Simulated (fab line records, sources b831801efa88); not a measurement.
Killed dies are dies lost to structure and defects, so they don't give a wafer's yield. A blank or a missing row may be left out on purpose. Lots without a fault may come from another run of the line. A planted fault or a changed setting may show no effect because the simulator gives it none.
Chamber matching | flow sky130 | SKY_VIA3_CMP_02 on cmp-01: 4 sister chambers
The step polishes SiO2. 8 wafers are shown with their chamber, then 10 later ones without.

WAFERS WITH THEIR CHAMBER
wafer  | chamber | motor_current_A (A) | platen_rpm (rpm)
L079.3 | 3       | 11.1                | 60.05
L082.1 | 3       | 12.1                | 60.04
L082.5 | 2       | 12.4                | 60.02
L085.3 | 1       | 9.0                 | 60.03
L085.4 | 0       | 10.9                | 59.98
L085.6 | 1       | 9.6                 | 59.93
L090.3 | 2       | 12.3                | 59.91
L090.5 | 0       | 11.3                | 59.99

WAFERS WITHOUT THEIR CHAMBER
wafer  | motor_current_A (A) | platen_rpm (rpm)
L090.6 | 10.9                | 59.90
L094.3 | 11.2                | 59.96
L094.4 | 11.8                | 60.03
L094.5 | 11.3                | 60.00
L095.1 | 11.9                | 59.97
L095.3 | 11.6                | 60.03
L095.6 | 9.4                 | 59.91
L097.1 | 11.9                | 60.02
L097.2 | 12.1                | 60.00
L097.3 | 9.4                 | 60.04

WHICH CHAMBER EACH WENT THROUGH
wafer  | from the rows above          | in truth
L090.6 | can't be placed: 0 or 3 or 2 | 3
L094.3 | can't be placed: 0 or 3      | 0
L094.4 | can't be placed: 3 or 2 or 0 | 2
L094.5 | can't be placed: 0 or 3 or 2 | 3
L095.1 | can't be placed: 2 or 3 or 0 | 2
L095.3 | can't be placed: 3 or 0 or 2 | 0
L095.6 | 1                            | 1
L097.1 | can't be placed: 3 or 2 or 0 | 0
L097.2 | can't be placed: 2 or 3 or 0 | 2
L097.3 | 1                            | 1
Placed correctly: 2 of 10. Can't be placed from these rows: 8 (the true chamber is among the candidates in 8). Placed wrongly: 0.
How it was worked out, from the rows above alone: a wafer's distance from a chamber is the root of the sum, over the readings, of the square of ((its reading less the chamber's mean) divided by the reading's scatter). The wafer belongs to the nearest chamber; if the next one is less than 2 further off, it can't be placed. A chamber's mean is the mean of its shown wafers. The scatter: the root of (the sum of the squares of (reading less its chamber's mean) over the shown wafers, divided by (wafers less chambers)).
